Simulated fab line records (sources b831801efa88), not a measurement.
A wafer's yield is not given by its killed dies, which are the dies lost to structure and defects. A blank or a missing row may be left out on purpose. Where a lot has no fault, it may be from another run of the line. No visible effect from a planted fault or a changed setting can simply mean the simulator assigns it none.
fab line records ; flow sky130
[record] lots = 11; wafers = 33; last_day = 50
route steps=708 shown VT_ADJUST_HVTR@142 GATE_OXIDE@197 POLY_GATE@234 LDD_LDN@301
lots that met no fault: taken from a fault-free run of the same line
start_h: the number of hours between the record's first day and the start of the first shown wafer of the lot ; wait_h: how many hours have passed since the lot's step before this one ; " the same as in the row above ; L1.1+2: one row covering several wafers at once ; - no value present, or no start provided ; * or withheld: withheld ; < > ~ a bound
route shown NAME@n: names a module that has steps shown in the file, with the first one's number in the route ; usual: the fault-free wafers' mean and standard deviation ; same: alike in all rows ; chamber/n: place in a boat ; sites: each site's reading ; _std_site: standard deviation across them ; _edge_site: outer sites' mean less inner sites' ; radius_mm: for every site, how far away it sits from the centre of the wafer ; mask NAME#n: copy n ; behind: the tool/chamber that last shaped the wafer ; hold: cause of the lot's hold/its duration in hours/its outcome ; device: names the non-switching transistor (n, p or np) ; end of line: tests run on the same wafers once the route is complete ; for a step that has no rows: nothing shown but its recipe ; killed: dies lost to structure and defects at the first sort, not the wafer's yield ; map: dies across one wafer; x = killed, . = not, _ = none there
set.NAME: the setting that was run; set.NAME@STEP: the one run at that earlier step ; model.NAME: the simulator's own value behind a step, which no gauge read
one table for each step of the route and one row for each wafer, over a sample of lots
services: a tool's chamber out of use, with start hour (start_h, from the record's first day; less than 0 if before it), hours out, and reason
[[steps]]
[step SKY_VT_ADJUST_HVTR_TW_MEAS_11]
[usual] VT_ADJUST_HVTR_TW = 210.8/0.97
lot.wafer;tool;chamber;start_h;wait_h;VT_ADJUST_HVTR_TW
L485.2;film_metro-04;-;209.71;0.1;208.7
L485.3;film_metro-04;-;209.71;0.1;209.6
L485.4;film_metro-04;-;209.71;0.1;210.1
L487.2;film_metro-04;-;227.98;0.1;208.5
L487.3;film_metro-04;-;227.98;0.1;209.7
L487.6;film_metro-04;-;227.98;0.1;210.0
L489.2;film_metro-03;-;236.48;0.1;211.2
L489.5;film_metro-03;-;236.48;0.1;210.8
L489.6;film_metro-03;-;236.48;0.1;211.2
L490.2;film_metro-04;-;248.26;0.1;211.5
L490.4;film_metro-04;-;248.26;0.1;211.1
L490.6;film_metro-04;-;248.26;0.1;212.3
L492.1;film_metro-03;-;258.87;0.1;211.4
L492.3;film_metro-03;-;258.87;0.1;211.4
L492.4;film_metro-03;-;258.87;0.1;211.2
L497.3;film_metro-01;-;302.44;0.1;211.3
L497.4;film_metro-01;-;302.44;0.1;211.6
L497.5;film_metro-01;-;302.44;0.1;212.1
L498.1;film_metro-03;-;308.17;0.1;211.4
L498.2;film_metro-03;-;308.17;0.1;211.2
L498.5;film_metro-03;-;308.17;0.1;211.6
L502.1;film_metro-04;-;343.07;0.1;212.2
L502.2;film_metro-04;-;343.07;0.1;212.7
L502.5;film_metro-04;-;343.07;0.1;212.1
L505.3;film_metro-03;-;359.87;0.1;210.9
L505.4;film_metro-03;-;359.87;0.1;211.2
L505.6;film_metro-03;-;359.87;0.1;210.3
L506.2;film_metro-04;-;367.41;0.1;209.9
L506.4;film_metro-04;-;367.41;0.1;209.9
L506.5;film_metro-04;-;367.41;0.1;210.4
L507.1;film_metro-03;-;375.52;0.1;210.9
L507.5;film_metro-03;-;375.52;0.1;210.7
L507.6;film_metro-03;-;375.52;0.1;210.7
[step SKY_GATE_OXIDE_OVL_MEAS_10]
[usual] GATE_OXIDE_OVL = 0.7/1.3
lot.wafer;tool;chamber;start_h;wait_h;GATE_OXIDE_OVL[nm]
L485.2;overlay-02;-;321.62;0.1;1.2
L485.3;overlay-02;-;321.62;0.1;0.9
L485.4;overlay-02;-;321.62;0.1;1.8
L487.2;overlay-02;-;341.17;0.1;-0.5
L487.3;overlay-02;-;341.17;0.1;-0.7
L487.6;overlay-02;-;341.17;0.1;1.8
L489.2;overlay-01;-;346.32;0.1;0.7
L489.5;overlay-01;-;346.32;0.1;0.8
L489.6;overlay-01;-;346.32;0.1;0.2
L490.2;overlay-02;-;361.85;0.1;0.1
L490.4;overlay-02;-;361.85;0.1;0.3
L490.6;overlay-02;-;361.85;0.1;1.2
L492.1;overlay-02;-;372.70;0.1;-0.3
L492.3;overlay-02;-;372.70;0.1;-0.2
L492.4;overlay-02;-;372.70;0.1;-0.1
L497.3;overlay-02;-;419.76;0.1;-0.5
L497.4;overlay-02;-;419.76;0.1;2.1
L497.5;overlay-02;-;419.76;0.1;0.9
L498.1;overlay-02;-;425.21;0.1;-1.8
L498.2;overlay-02;-;425.21;0.1;0.3
L498.5;overlay-02;-;425.21;0.1;-1.1
L502.1;overlay-01;-;469.06;0.1;2.7
L502.2;overlay-01;-;469.06;0.1;2.2
L502.5;overlay-01;-;469.06;0.1;3.4
L505.3;overlay-02;-;486.72;0.1;1.2
L505.4;overlay-02;-;486.72;0.1;2.9
L505.6;overlay-02;-;486.72;0.1;0.5
L506.2;overlay-01;-;496.62;0.1;-0.8
L506.4;overlay-01;-;496.62;0.1;0.2
L506.5;overlay-01;-;496.62;0.1;0.3
L507.1;overlay-02;-;502.66;0.1;2.0
L507.5;overlay-02;-;502.66;0.1;-0.5
L507.6;overlay-02;-;502.66;0.1;1.7
[step SKY_POLY_GATE_OXIDATION_20]
[recipe] temp_c = 850; ambient = O2; stabilise_s = 600; purge_s = 300; target_thk_a = 40; ox_time_s = 899
[usual] spike_tc_bottom_C = 871.4/1.9; spike_tc_centre_C = 851.2/1.1; spike_tc_lower_C = 849.6/1.1; spike_tc_top_C = 863.6/1.6; spike_tc_upper_C = 849.6/0.98; tube_center_temp_C = 850/0.08; tube_center_temp_C_max = 852.2/0.37; zone_power_bottom_pct = 26/4.6; zone_power_centre_pct = 15.6/0.31; zone_power_top_pct = 29.2/0.39
lot.wafer;tool;chamber;start_h;wait_h;spike_tc_bottom_C;spike_tc_centre_C;spike_tc_lower_C;spike_tc_top_C;spike_tc_upper_C;tube_center_temp_C;tube_center_temp_C_max;zone_power_bottom_pct;zone_power_centre_pct;zone_power_top_pct
L485.2;furnace-02;0;385.77;0.9;872.6;851.4;849.7;861.4;850.1;849.97;851.8;21;15.9;28.9
L485.3;furnace-02;0;385.77;0.9;874.0;851.8;849.2;863.5;850.3;850.05;852.1;21;15.8;28.9
L485.4;furnace-02;0;385.77;0.9;870.7;849.9;850.0;861.8;850.1;850.02;852.5;21;15.7;28.8
L487.2;furnace-01;0;404.94;0.0;870.7;850.5;848.7;864.2;849.8;850.01;852.3;31;15.3;29.5
L487.3;furnace-01;0;404.94;0.0;869.0;849.9;849.1;863.7;849.8;849.98;851.9;31;15.6;29.9
L487.6;furnace-01;0;404.94;0.0;868.9;850.8;848.2;866.1;850.5;849.8;852.4;30;15.4;29.7
L489.2;furnace-02;0;410.55;1.4;873.0;851.2;849.2;861.3;850.2;849.94;852.0;22;15.8;29.4
L489.5;furnace-02;0;410.55;1.4;871.6;851.9;851.2;862.4;850.9;850.04;851.7;21;15.9;28.7
L489.6;furnace-02;0;410.55;1.4;873.6;850.5;850.6;864.3;849.4;850.04;852.1;21;15.8;28.3
L490.2;furnace-02;0;428.16;1.2;873.8;850.1;850.5;862.0;851.0;849.95;852.4;22;15.8;28.7
L490.4;furnace-02;0;428.16;1.2;873.7;849.7;852.0;863.4;851.1;849.97;851.9;22;16.0;29.1
L490.6;furnace-02;0;428.16;1.2;872.0;848.7;851.5;863.3;848.2;850.03;852.1;21;15.7;28.9
L492.1;furnace-02;0;439.06;0.6;873.8;851.6;851.7;862.8;849.4;849.99;851.5;21;15.9;29.5
L492.3;furnace-02;0;439.06;0.6;873.4;848.8;850.6;861.8;847.3;849.93;852.1;21;16.0;28.6
L492.4;furnace-02;0;439.06;0.6;873.9;851.5;851.9;863.1;848.5;849.92;851.8;21;16.2;29.4
L497.3;furnace-02;0;486.37;0.0;841.7;820.3;819.0;832.1;816.4;818.87;821.3;20;14.7;27.7
L497.4;furnace-02;0;486.37;0.0;843.1;818.7;821.5;832.7;817.7;818.71;821.1;20;14.6;26.8
L497.5;furnace-02;0;486.37;0.0;842.6;818.0;819.2;831.6;819.9;818.83;821.0;20;14.5;27.8
L498.1;furnace-02;0;493.72;0.0;840.1;819.5;818.3;830.1;819.7;818.71;820.5;20;14.6;27.3
L498.2;furnace-02;0;493.72;0.0;841.3;820.7;817.9;830.0;817.8;818.72;821.8;19;14.7;27.3
L498.5;furnace-02;0;493.72;0.0;838.4;819.9;819.7;831.9;818.2;818.82;820.9;20;14.4;26.9
L502.1;furnace-01;0;536.20;0.0;869.3;853.0;849.0;864.9;849.7;850;851.9;30;15.2;29.2
L502.2;furnace-01;0;536.20;0.0;869.3;851.4;849.3;863.6;848.7;850.02;852.2;31;15.4;29.5
L502.5;furnace-01;0;536.20;0.0;868.6;851.5;848.8;864.7;849.4;849.97;852.0;30;15.0;29.5
L505.3;furnace-01;0;554.35;0.0;869.4;852.5;849.7;865.8;849.2;850;852.4;31;15.2;30.0
L505.4;furnace-01;0;554.35;0.0;871.1;851.9;850.0;864.3;850.2;849.94;852.0;30;15.5;29.6
L505.6;furnace-01;0;554.35;0.0;871.0;849.9;849.2;863.9;849.4;849.83;852.8;30;15.6;29.1
L506.2;furnace-02;0;562.95;0.5;873.3;851.4;850.9;862.1;848.3;850.09;852.5;21;15.9;29.0
L506.4;furnace-02;0;562.95;0.5;874.1;848.5;848.5;862.9;849.6;849.98;852.2;22;16.0;29.0
L506.5;furnace-02;0;562.95;0.5;870.8;848.8;850.0;862.8;849.0;850.14;852.4;21;16.0;28.8
L507.1;furnace-01;0;570.13;1.0;869.6;852.0;849.7;865.9;850.3;849.89;851.8;31;15.2;29.9
L507.5;furnace-01;0;570.13;1.0;870.0;851.3;847.8;866.8;849.9;849.87;851.8;31;15.3;29.6
L507.6;furnace-01;0;570.13;1.0;870.4;853.7;848.5;864.2;849.3;850;852.1;31;15.3;29.5
[step SKY_POLY_GATE_THK_MEAS_21]
[recipe] reads = SiO2_of_POLY_GATE_OXIDATION_20
[usual] POLY_GATE_OXIDATION_THK = 4.01/0.088
lot.wafer;tool;chamber;start_h;wait_h;POLY_GATE_OXIDATION_THK[nm]
L485.2;film_metro-02;-;387.03;0.0;4.08
L485.3;film_metro-02;-;387.03;0.0;3.99
L485.4;film_metro-02;-;387.03;0.0;3.96
L487.2;film_metro-02;-;406.20;0.0;3.96
L487.3;film_metro-02;-;406.20;0.0;4.04
L487.6;film_metro-02;-;406.20;0.0;4.00
L489.2;film_metro-03;-;411.81;0.0;3.99
L489.5;film_metro-03;-;411.81;0.0;4.00
L489.6;film_metro-03;-;411.81;0.0;4.04
L490.2;film_metro-04;-;429.42;0.0;4.05
L490.4;film_metro-04;-;429.42;0.0;4.13
L490.6;film_metro-04;-;429.42;0.0;4.05
L492.1;film_metro-04;-;440.31;0.0;3.87
L492.3;film_metro-04;-;440.31;0.0;4.01
L492.4;film_metro-04;-;440.31;0.0;3.95
L497.3;film_metro-04;-;487.64;0.0;2.77
L497.4;film_metro-04;-;487.64;0.0;2.66
L497.5;film_metro-04;-;487.64;0.0;2.69
L498.1;film_metro-03;-;494.97;0.0;2.65
L498.2;film_metro-03;-;494.97;0.0;2.62
L498.5;film_metro-03;-;494.97;0.0;2.55
L502.1;film_metro-02;-;537.45;0.0;3.99
L502.2;film_metro-02;-;537.45;0.0;3.99
L502.5;film_metro-02;-;537.45;0.0;4.05
L505.3;film_metro-04;-;555.62;0.0;3.80
L505.4;film_metro-04;-;555.62;0.0;3.84
L505.6;film_metro-04;-;555.62;0.0;3.81
L506.2;film_metro-03;-;564.21;0.0;4.01
L506.4;film_metro-03;-;564.21;0.0;4.01
L506.5;film_metro-03;-;564.21;0.0;4.15
L507.1;film_metro-02;-;571.38;0.0;3.98
L507.5;film_metro-02;-;571.38;0.0;3.86
L507.6;film_metro-02;-;571.38;0.0;3.90
[step SKY_LDD_LDN_STRIP_12]
[recipe] chemistry = O2/N2; power_w = 1400; pressure_mtorr = 1500; platen_temp_c = withheld; o2_flow_sccm = 3000; n2_flow_sccm = 300; overash_fraction = 0.5
[usual] drypump_motor_current_A = 5.66/0.23; oes_product_au = 0.716/0.0044; strip_time_to_endpoint_s = 14.18/0.035
lot.wafer;tool;chamber;start_h;wait_h;drypump_motor_current_A;oes_product_au;rf_hours_counter_h;strip_time_to_endpoint_s
L485.2;plasma_asher-02;1;539.83;0.1;5.57;0.720;43;14.21
L485.3;plasma_asher-02;0;539.83;0.1;5.41;0.718;-;14.23
L485.4;plasma_asher-02;1;539.83;0.1;5.57;0.712;-;14.20
L487.2;plasma_asher-02;1;560.46;0.1;5.55;0.713;45;14.22
L487.3;plasma_asher-02;0;560.46;0.1;5.43;0.717;-;14.22
L487.6;plasma_asher-02;0;560.46;0.1;5.42;0.717;-;14.21
L489.2;plasma_asher-03;0;565.88;0.1;6.01;0.717;74;14.17
L489.5;plasma_asher-03;1;565.88;0.1;5.92;0.714;-;14.15
L489.6;plasma_asher-03;0;565.88;0.1;5.99;0.712;-;14.14
L490.2;plasma_asher-01;0;581.36;0.1;5.55;0.713;11;14.24
L490.4;plasma_asher-01;0;581.36;0.1;5.55;0.718;-;14.17
L490.6;plasma_asher-01;1;581.36;0.1;6.04;0.716;-;14.15
L492.1;plasma_asher-01;1;592.08;0.1;5.99;0.714;13;14.20
L492.3;plasma_asher-01;0;592.08;0.1;5.55;0.712;-;14.20
L492.4;plasma_asher-01;1;592.08;0.1;6.01;0.720;-;14.19
L497.3;plasma_asher-02;0;638.33;0.1;5.42;0.714;-;14.19
L497.4;plasma_asher-02;1;638.33;0.1;5.56;0.712;-;14.16
L497.5;plasma_asher-02;1;638.33;0.1;5.56;0.719;-;14.16
L498.1;plasma_asher-02;0;644.23;0.1;5.41;0.714;52;14.17
L498.2;plasma_asher-02;1;644.23;0.1;5.57;0.717;52;14.20
L498.5;plasma_asher-02;0;644.23;0.1;5.42;0.721;-;14.15
L502.1;plasma_asher-02;0;685.33;0.1;5.42;0.717;56;14.21
L502.2;plasma_asher-02;1;685.33;0.1;5.58;0.710;56;14.21
L502.5;plasma_asher-02;1;685.33;0.1;5.58;0.718;-;14.22
L505.3;plasma_asher-01;1;702.29;0.1;6.00;0.720;-;14.25
L505.4;plasma_asher-01;0;702.29;0.1;5.54;0.723;-;14.24
L505.6;plasma_asher-01;0;702.29;0.1;5.54;0.716;-;14.24
L506.2;plasma_asher-03;0;709.73;0.1;5.97;0.708;89;14.16
L506.4;plasma_asher-03;0;709.73;0.1;5.92;0.706;-;14.23
L506.5;plasma_asher-03;0;709.73;0.1;5.96;0.714;-;14.21
L507.1;plasma_asher-02;0;716.46;0.1;5.44;0.716;59;14.15
L507.5;plasma_asher-02;1;716.46;0.1;5.57;0.708;-;14.19
L507.6;plasma_asher-02;0;716.46;0.1;5.43;0.719;-;14.11
[[services]]
tool;chamber;start_h;hours;kind
plasma_asher-01;-;421.25;9.0;pm
plasma_asher-01;0;421.25;9.0;vent_cycle
plasma_asher-01;1;421.25;9.0;vent_cycle
plasma_asher-01;0;430.25;-;clean
plasma_asher-01;1;430.25;-;clean
furnace-02;-;452.71;4.0;pm
plasma_asher-01;-;488.52;6.4;repair
plasma_asher-01;-;494.95;28.1;pm
furnace-01;-;565.58;3.1;pm
furnace-02;-;569.59;2.4;pm
plasma_asher-02;-;585.92;7.5;repair
furnace-01;-;598.35;4.6;pm
furnace-01;-;615.81;3.0;pm
furnace-02;-;619.93;2.7;pm
plasma_asher-02;-;620.74;2.8;pm
plasma_asher-01;-;677.68;2.8;pm
plasma_asher-03;-;685.28;4.2;repair
plasma_asher-01;-;704.48;3.2;repair
[[key]]
[first_sign] step = SKY_POLY_GATE_OXIDATION_20; reading = tube_center_temp_C; direction = down; sigmas = 99+; usual = *; struck = *
[effect] step = SKY_POLY_GATE_OXIDATION_20; reading = tube_center_temp_C_max; direction = down; sigmas = 83; usual = *; struck = *
[effect] step = SKY_POLY_GATE_THK_MEAS_21; reading = POLY_GATE_OXIDATION_THK; direction = down; sigmas = 15; usual = 4.01; struck = 2.66
met_at SKY_POLY_GATE_OXIDATION_20
struck_lots L497,L498
tester_left_out L497,L498
not_acting_at SKY_VT_ADJUST_HVTR_TW_MEAS_11,SKY_GATE_OXIDE_OVL_MEAS_10,SKY_LDD_LDN_STRIP_12
onset_between 439.06 486.37
[fault] kind = process_parameter_drift; tool = furnace-02; chamber = -; onset_h = 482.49; steps = SKY_POLY_GATE_OXIDATION_20; channel = temp_c; offset = *; shape = step; end_h = 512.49; acts_in = *; stated = *
// tester_left_out: of these lots the tester's yield and bins aren't shown, on N5 and GAA mostly nor the transistor test; their killed dies are dies lost to structure and defects alone, not to doping, threshold or leakage, so they don't give the yield
